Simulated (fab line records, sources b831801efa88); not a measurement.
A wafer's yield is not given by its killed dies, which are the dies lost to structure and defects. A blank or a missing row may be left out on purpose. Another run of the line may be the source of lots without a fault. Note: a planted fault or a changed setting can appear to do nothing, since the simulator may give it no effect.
Problem report in the 8D (eight disciplines) form, filled by code | flow gf180mcu | the parts of the form that need people (team, actions taken, sign-off) are left out

1. THE ISSUE
Across 3 wafers from 2 lots, MIM_CVD_05_THK at GF_MIM_THK_MEAS_06 averages 52.8 nm, while fault-free wafers read 42.1 nm with a standard deviation of 0.64. That puts it +17 standard deviations away from the usual mean.
The first sign was on wafer L718.5 at day 28 10:32, on film-metro-04. At this step, 39 wafers from 13 lots have a number in the record. Rule for "out" (also "out of limits"): further than 4 standard deviations from the usual mean. Any other wafer with a number is counted as sound.

2. WHAT IT IS, AND WHAT IT ISN'T
question                    | is                     | is not
which readings at this step | MIM_CVD_05_THK         | -
which lots                  | L718, L719             | L706, L707, L709, L710, L712, L713, L714, L722, L723, L726, L728
which wafers of those lots  | L718.5, L719.3, L719.4 | L718.1, L718.2, L719.5
read on which gauges        | film-metro-04          | film-metro-01, film-metro-03
when                        | from day 28 10:32      | up to then (23 sound wafers); but 13 sound wafers of L719, L722, L723, L726, L728 came after

3. WHAT RULES OUT EACH SUSPECT
Counting: a tool at a process step up to the reading stays a suspect if it ran every lot that is out. Sound lots after the first of them don't rule it out here, since some wafers of a struck lot are sound.
- the gauge at GF_MIM_THK_MEAS_06: kept. All the wafers that are out were read on film-metro-04, and no step on other tools shows them out.
- pvd-sputter-04 at GF_V4_SPUTTER_21 (material Ti, target thk 15 nm, time 80.02 s): kept. It ran every lot that is out, first L718 (day 28 09:35); its last sound lot up to then is L713 (day 26 14:34).
- pecvd-01 at GF_MIM_CVD_05 (deposits Si3N4, target thk 42 nm, time 29.086 s): kept. It ran every lot that is out, first L718 (day 28 10:31); its last sound lot up to then is L712 (day 26 14:31).
- At GF_MIM_CVD_05, inside pecvd-01: chamber 0 took the wafers that are out, while their sound lot-mates went through chambers 1, 2.
The count leaves pvd-sputter-04 at GF_V4_SPUTTER_21, pecvd-01 at GF_MIM_CVD_05, and film-metro-04 at GF_MIM_THK_MEAS_06.

4. THE CAUSE (what the simulator had put in)
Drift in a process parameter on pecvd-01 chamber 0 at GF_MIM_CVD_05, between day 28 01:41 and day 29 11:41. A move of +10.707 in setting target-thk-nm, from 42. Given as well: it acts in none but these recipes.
Of the 3 suspects that counting leaves, this tool is one.

5. THE EFFECT CHAIN, in route order
Each row: a reading whose mean over the struck wafers that have a number lies more than 3 standard deviations from the usual. Only readings whose record carries a usual standard deviation are examined. hours: median over the lots of the time between each lot's start at the first step of this table that gives one and its start at this step. sigmas: the change, counted in usual standard deviations.
hours | step               | reading        | usual   | on struck wafers | change | sigmas
0     | GF_MIM_THK_MEAS_06 | MIM_CVD_05_THK | 42.1 nm | 52.8             | +10.7  | +17
At these later measuring or inspecting steps, every struck wafer for which the step has a row has a number for every such reading, and none has moved that far: GF_MIM_RS_MEAS_10.

6. HOW IT WOULD HAVE BEEN CAUGHT EARLIER
The first out-of-limits reading at a measuring or inspecting step in this record came at day 28 10:32, 9 hours after the fault's start at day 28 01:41.
Tool readings at GF_MIM_CVD_05 with a usual standard deviation given in the record: none out on any struck wafer, hence no alarm at a limit of 4 standard deviations on them.
Among the 2 lots that are out, L719 began GF_MIM_CVD_05 on pecvd-01 after day 28 10:32. Had the tool been put on hold then, it would have been spared.
